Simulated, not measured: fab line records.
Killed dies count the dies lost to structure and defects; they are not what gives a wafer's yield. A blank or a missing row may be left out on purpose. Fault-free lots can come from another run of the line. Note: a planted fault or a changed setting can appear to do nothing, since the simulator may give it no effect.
Chamber matching ; flow sky130 ; 4 sister chambers for SKY_VIA4_ETCH_12 on rie-diel-04
The step etches SiO2 in C4F8/O2/Ar, stops on TiN, target depth 580 nm. 8 wafers are shown with their chamber, then 7 later ones without.

## WAFERS PAIRED WITH THEIR CHAMBERS
wafer;chamber;oes-product-au (a.u.)
L101.1;2;0.923
L105.5;2;0.932
L106.3;1;0.927
L107.4;3;0.930
L107.5;1;0.922
L107.6;0;0.920
L108.1;0;0.920
L108.2;3;0.921

## WAFERS WITHOUT THEIR CHAMBER
wafer;oes-product-au (a.u.)
L108.5;0.925
L109.2;0.924
L109.4;0.929
L109.6;0.936
L118.1;0.928
L118.3;0.925
L118.4;0.925

## WHICH CHAMBER EACH WENT THROUGH
wafer;from the rows above;in truth
L108.5;can't be placed: 1 or 3 or 2 or 0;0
L109.2;can't be placed: 1 or 3 or 2 or 0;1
L109.4;can't be placed: 2 or 3 or 1 or 0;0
L109.6;can't be placed: 2 or 3 or 1 or 0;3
L118.1;can't be placed: 2 or 3 or 1 or 0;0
L118.3;can't be placed: 1 or 3 or 2 or 0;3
L118.4;can't be placed: 1 or 3 or 2 or 0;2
Correct placement for 0 of the 7. Can't be placed from these rows: 7 (the true chamber is among the candidates in 7). 0 placed wrongly.
How it was worked out, from the rows above alone: a wafer's distance from a chamber is the root of the sum, over the readings, of the square of ((its reading less the chamber's mean) divided by the reading's scatter). If the next closest chamber is less than 2 further off than the closest, the wafer can't be placed; otherwise it belongs to the closest. A chamber's mean is the mean of its shown wafers. How the scatter is found: for the shown wafers, subtract from each reading the mean of its chamber, square and add these, divide the total by (wafers less chambers), then take the root.
